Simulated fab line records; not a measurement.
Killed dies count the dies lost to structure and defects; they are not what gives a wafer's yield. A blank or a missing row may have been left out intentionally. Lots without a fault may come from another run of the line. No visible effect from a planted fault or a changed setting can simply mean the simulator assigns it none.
Struck lot and sound lot, side by side / flow sky130 / 14 out of 708 route steps
Sound: these wafers, L519.3, L519.5, L519.6. Wafers struck: L516.4, L516.5, L516.6. The cause comes at the end.
At each step with rows: each side's tool, then ch and its chambers, then its first start. Under that, the readings that differ: sound wafers / struck wafers / difference of the means / sigmas: that difference in standard deviations of wafers without a fault.
alike: a reading whose means differ by less than 2 such deviations, as well as words and numbers matching on both sides. not compared: withheld readings; readings where some wafer has no value; bounds like >300 that might hide an equal value; numbers whose values overlap and for which the record gives no deviation.
A row with sigmas, a row that says differs or no value, or rows on one side alone: a step with any of these is where the two part. When numbers do not overlap yet have no deviation, they are printed without sigmas and do not part them. A reading missing from all wafers of one side parts the sides only when that side holds two or more wafers.

first, 4 steps without rows for these wafers: SKY_LDD_HVN_SOFTBAKE_03 (time 60 s); SKY_LDD_HVN_EXPOSE_04 (exposes mask HVNTM, target cd 700 nm); SKY_LDD_HVN_PEB_05; SKY_LDD_HVN_DEVELOP_06 (develop time 60 s).
SKY_LDD_HVN_OVL_MEAS_07:
  struck on overlay-02, day 25 01:58; sound on overlay-02, day 25 17:33
  alike: LDD_HVN_OVL
after that, 1 step had no rows for these wafers: SKY_LDD_HVN_IMPLANT_08.
SKY_LDD_HVN_STRIP_09: strips in O2/N2.
  sound on plasma_asher-01 ch 0,1, day 25 17:46; struck on plasma_asher-01 ch 0,1, day 25 02:10
  alike: drypump_motor_current_A, oes_product_au, strip_time_to_endpoint_s
  not compared: rf_hours_counter_h
SKY_LDD_HVN_TW_MEAS_10:
  struck on film_metro-02, day 25 02:15; sound on film_metro-01, day 25 17:50
  alike: LDD_HVN_TW
then, 4 steps without rows for these wafers: SKY_LDD_HVP_DEHYDRATE_00 (time 60 s); SKY_LDD_HVP_HMDS_01 (prime time 60 s); SKY_LDD_HVP_COAT_02 (resist thk 300 nm); SKY_LDD_HVP_SOFTBAKE_03 (time 60 s).
SKY_LDD_HVP_EXPOSE_04: exposes mask HVPTM, target cd 700 nm.
  sound on iline_stepper-01 ch 0, day 26 08:38; struck on iline_stepper-01, day 25 17:17
  no value came back on the struck wafers for exposure_dose_mJ_cm2, focus_offset_nm (nm), stage_vel_mm_s (mm/s); on the sound wafers exposure_dose_mJ_cm2 reads 86.12 86.11 86.02
  alike: mask
after that, 1 step had no rows for these wafers: SKY_LDD_HVP_PEB_05.

== WHERE THEY PART ==
Only at SKY_LDD_HVP_EXPOSE_04, as far as this record shows.

WHY: whatever the simulator had introduced
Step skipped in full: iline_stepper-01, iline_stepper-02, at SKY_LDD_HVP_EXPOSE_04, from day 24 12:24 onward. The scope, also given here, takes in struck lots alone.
